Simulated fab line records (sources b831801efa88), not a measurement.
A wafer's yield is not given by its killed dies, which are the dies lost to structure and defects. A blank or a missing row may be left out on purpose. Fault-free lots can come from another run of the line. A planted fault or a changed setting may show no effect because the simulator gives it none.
A single fault, viewed from 2 desks | flow gf180mcu | numbers are kept per desk, each desk with only its own; the story behind them comes last

== AT THE METROLOGY DESK ==
What the gauges read, lot by lot, whatever tool the lot ran on: means of the sampled wafers that have a number. Marked OUT: a lot whose mean sits more than 4 standard deviations from the usual mean, which makes it out of limits; the brackets give that distance.
Columns: A = CONTACT_W_RS at GF_CONTACT_RS_MEAS_25, usual 0.383 ohm/sq; B = CONTACT_W_THK at GF_CONTACT_THK_MEAS_26, usual 297 nm
lot  | first seen here | A     | B
L374 | day 17 13:20    | 0.385 | 295
L375 | day 18 04:15    | 0.389 | 295
L381 | day 21 16:35    | 0.380 | 305
L385 | day 21 23:08    | 0.381 | 300
L389 | day 23 05:37    | 0.385 | 294
L390 | day 23 14:10    | 0.384 | 296
Result from this desk: across the 6 lots, nothing is out of limits.

== THE TOOL OWNER'S DESK: pvd-sputter-03 ==
The tool's own readings at GF_M1_SPUTTER_03 (material Ti, target thk 10 nm, time 6.7 s): means of the sampled wafers that have a number, for each lot that ran on this tool. Marked OUT: a lot whose mean sits more than 4 standard deviations from the usual mean, which makes it out of limits; the brackets give that distance.
Columns: A = throttle-valve-pct at GF_M1_SPUTTER_03, usual 29.6 %
lot  | first seen here | A
L374 | day 17 14:03    | 29.7
L375 | day 18 04:52    | 31.5
L381 | day 21 17:14    | 29.4
L385 | day 21 23:44    | 30.2
Result from this desk: across the 4 lots, nothing is out of limits.

== ALL TOGETHER ==
The metrology desk saw nothing out of limits.
The desk of the tool owner found nothing out of limits.

== WHAT WAS PUT IN BY THE SIMULATOR ==
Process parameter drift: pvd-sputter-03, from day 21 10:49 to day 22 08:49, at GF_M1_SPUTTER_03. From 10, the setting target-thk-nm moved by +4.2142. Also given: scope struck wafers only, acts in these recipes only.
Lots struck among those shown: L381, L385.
